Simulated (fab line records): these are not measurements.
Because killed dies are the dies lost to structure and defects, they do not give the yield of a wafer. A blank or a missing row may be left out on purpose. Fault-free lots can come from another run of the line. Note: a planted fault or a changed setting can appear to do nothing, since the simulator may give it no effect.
A lot that was struck, set against a sound lot ; flow sky130 ; 16 out of 708 route steps
Sound: these wafers, L721.2, L721.4, L721.5. Struck: wafer L731.4 (left out: L731.1, L731.2 of the same lot, which were not struck); the cause appears at the end.
Per side, at each step with rows, come the tool, then ch with its chambers, and then its first start. Under that, the readings that differ: sound wafers ; struck wafers ; difference of the means ; sigmas: that difference in standard deviations of wafers without a fault.
alike: a reading whose means differ by less than 2 such deviations, as well as words and numbers matching on both sides. not compared: withheld readings; readings where some wafer has no value; bounds like >300 that might hide an equal value; numbers whose values overlap and for which the record gives no deviation.
A row with sigmas, a row that says differs or no value, or rows on one side alone: a step with any of these is where the two part. When numbers do not overlap yet have no deviation, they are printed without sigmas and do not part them. A reading missing from all wafers of one side parts the sides only when that side holds two or more wafers.

first, 7 steps without rows for these wafers: SKY_METAL3_HMDS_06 (prime time 60 s); SKY_METAL3_COAT_07 (resist thk 60 nm); SKY_METAL3_COAT_08 (resist thk 1140 nm); SKY_METAL3_SOFTBAKE_09 (time 90 s); SKY_METAL3_EXPOSE_10 (exposes mask MM3, target cd 300 nm); SKY_METAL3_PEB_11; SKY_METAL3_DEVELOP_12 (develop time 60 s).
SKY_METAL3_CD_MEAS_13: target cd 300 nm.
  sound: cd-sem-02 at day 41 18:02; struck: cd-sem-02 at day 44 02:25
reading;sound;struck;difference;sigmas
cd-nm (nm);299.7 299.4 300.8;302.9;+2.9;+2
SKY_METAL3_OVL_MEAS_14:
  sound: overlay-02 at day 41 18:08; struck: overlay-01 at day 44 02:32
  alike: METAL3_OVL
SKY_METAL3_DESCUM_15: chemistry O2, time 8 s.
  sound on rie-metal-01 ch 0,1, day 41 18:10; struck on rie-metal-01 ch 0, day 44 02:34
  alike: drypump-motor-current-A, oes-product-au, temp-c
  not compared: rf-hours-counter-h
SKY_METAL3_ETCH_16: etches BARC in N2/H2, stops on SiO2, time 88.2 s, target depth 60 nm.
  sound on rie-metal-01 ch 0,1, day 41 18:13; struck on rie-metal-01 ch 0, day 44 02:37
reading;sound;struck;difference;sigmas
h2-flow-sccm (sccm);200.3 200.6 200.9;199.1;-1.5;-2
  alike: drypump-motor-current-A, oes-product-au, throttle-valve-pct
  not compared: rf-hours-counter-h
SKY_METAL3_ETCH_17: etches SiO2 in C4F8/O2/Ar, stops on TiN, time 3.9 s, target depth 15 nm.
  sound on rie-diel-03 ch 2,3, day 41 18:18; struck on rie-diel-03 ch 0, day 44 02:42
reading;sound;struck;difference;sigmas
oes-product-au (a.u.);0.736 0.743 0.748;0.767;+0.025;+3
  not compared: rf-hours-counter-h
SKY_METAL3_METAL_ETCH_18: etches the open film in Cl2/BCl3, stops on SiO2, target depth 845 nm, time 183.1 s.
  sound on rie-metal-04 ch 0,1, day 41 18:19; struck on rie-metal-04 ch 0, day 44 02:43
reading;sound;struck;difference;sigmas
mfc-cl2-sccm (sccm);60.39 59.68 59.67;60.31;+0.40;+2
model.KrF-thick_of_METAL3_COAT_08.thk-nm (nm);529 520.9 517.6;260;-262;
model.METAL3.cd-nm (nm);299 293.8 297.3;273.8;-22.9;
model.SiO2_of_VIA2_HDPCVD_00.thk-nm (nm);467.7 466.1 465.3;455.8;-10.6;
  alike: drypump-motor-current-A, oes-product-au, throttle-valve-pct
  not compared: rf-hours-counter-h
SKY_METAL3_STRIP_19: strips in O2/N2.
  sound on plasma-asher-02 ch 0,1, day 41 18:30; struck on plasma-asher-03 ch 1, day 44 02:54
reading;sound;struck;difference;sigmas
oes-product-au (a.u.);0.496 0.502 0.501;0.384;-0.116;-17
strip-time-to-endpoint-s (s);6.56 6.48 6.45;3.79;-2.71;-23
  alike: drypump-motor-current-A
  not compared: rf-hours-counter-h
then, 1 step without rows for these wafers: SKY_METAL3_STRIP_20 (strips in post etch residue remover, time 1200 s).
-- the record jumps here: 6 days lie between the struck wafers' starts before and after (it left off in module METAL3 and takes up again in module PAD_OPEN, whose first step shown is number 708 of the route) --
SKY_PAD_OPEN_PROBE_99:
  sound: prober-01 at day 48 08:35; struck: prober-02 at day 50 07:42
reading;sound;struck;difference;sigmas
model.etest.met3.width-nm (nm);301.4 292.1 296.7;271.9;-24.8;
model.etest.met3.line-ohm-um;0.14 0.1474 0.1417;0.1581;+0.0151;

## WHERE THEY PART
Last at SKY_METAL3_STRIP_19 as far as this record goes, first at SKY_METAL3_CD_MEAS_13.

WHY: the cause the simulator had injected
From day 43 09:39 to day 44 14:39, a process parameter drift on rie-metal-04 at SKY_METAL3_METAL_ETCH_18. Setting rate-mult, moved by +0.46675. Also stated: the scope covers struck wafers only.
